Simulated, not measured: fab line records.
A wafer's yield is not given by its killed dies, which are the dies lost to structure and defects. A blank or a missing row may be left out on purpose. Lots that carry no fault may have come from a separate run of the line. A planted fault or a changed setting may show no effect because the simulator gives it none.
Matching of chambers + flow sfq-line + SFQ_TRILAYER_I0_CMP_CMP_028 on cmp-01 has 4 sister chambers
The step polishes SiO2. 15 wafers are shown with their chamber, then 7 later ones without.

== WAFERS, EACH WITH ITS CHAMBER ==
| wafer  | chamber | motor-current-A (A) | time-to-endpoint-s (s) | retaining-ring-pressure-frac |
|--------|---------|---------------------|------------------------|------------------------------|
| L120.3 | 1       | 12.9                | 203                    | 1.002                        |
| L120.2 | 0       | 10.7                | 207                    | 0.999                        |
| L120.6 | 1       | 12.3                | 213                    | 1.001                        |
| L123.1 | 1       | 12.9                | 211                    | 0.997                        |
| L123.3 | 0       | 10.8                | 207                    | 0.995                        |
| L123.6 | 0       | 10.5                | 211                    | 0.998                        |
| L124.1 | 0       | 10.6                | 210                    | 0.997                        |
| L124.4 | 1       | 12.8                | 216                    | 0.999                        |
| L124.5 | 3       | 11.3                | 221                    | 1.000                        |
| L129.1 | 0       | 10.4                | 213                    | 1.007                        |
| L129.3 | 3       | 11.2                | 210                    | 1.004                        |
| L129.5 | 3       | 11.3                | 233                    | 1.000                        |
| L130.2 | 3       | 11.6                | 216                    | 1.005                        |
| L130.3 | 2       | 10.5                | 200                    | 1.005                        |
| L130.6 | 3       | 11.3                | 221                    | 0.999                        |

SIGNATURES, as means of the wafers listed above
| reading                      | chamber 0 | chamber 1 | chamber 2 | chamber 3 | scatter within a chamber |
|------------------------------|-----------|-----------|-----------|-----------|--------------------------|
| motor-current-A              | 10.600    | 12.725    | 10.500    | 11.340    | 0.2                      |
| time-to-endpoint-s           | 209.60    | 210.75    | 200.00    | 220.20    | 6.08                     |
| retaining-ring-pressure-frac | 0.99920   | 0.99975   | 1.00500   | 1.00160   | 0.00342                  |
Rule: a wafer's distance from a chamber is the root of the sum, over the readings, of the square of ((its reading less the chamber's mean) divided by the reading's scatter). If the next closest chamber is less than 2 further off than the closest, the wafer can't be placed; otherwise it belongs to the closest. The scatter: the root of (the sum of the squares of (reading less its chamber's mean) over the shown wafers, divided by (wafers less chambers)).

== WAFERS WITH NO CHAMBER GIVEN ==
| wafer  | motor-current-A (A) | time-to-endpoint-s (s) | retaining-ring-pressure-frac |
|--------|---------------------|------------------------|------------------------------|
| L133.3 | 10.9                | 211                    | 1.001                        |
| L133.4 | 9.9                 | 221                    | 1.007                        |
| L133.6 | 11.0                | 230                    | 0.994                        |
| L135.1 | 10.4                | 209                    | 0.997                        |
| L135.3 | 12.9                | 220                    | 1.007                        |
| L136.1 | 11.1                | 202                    | 1.003                        |
| L136.2 | 11.1                | 213                    | 0.995                        |

== WHICH CHAMBER EACH ONE RAN IN ==
| wafer  | from the rows above          | in truth |
|--------|------------------------------|----------|
| L133.3 | can't be placed: 0 or 3 or 2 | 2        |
| L133.4 | can't be placed: 0 or 2      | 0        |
| L133.6 | can't be placed: 3 or 0      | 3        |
| L135.1 | can't be placed: 0 or 2      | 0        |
| L135.3 | 1                            | 1        |
| L136.1 | can't be placed: 0 or 2 or 3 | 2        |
| L136.2 | can't be placed: 3 or 0      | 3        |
Correct placement for 1 of the 7. Not placeable from these rows: 6 (in 6, the candidates include the true chamber). Number placed wrongly: 0.
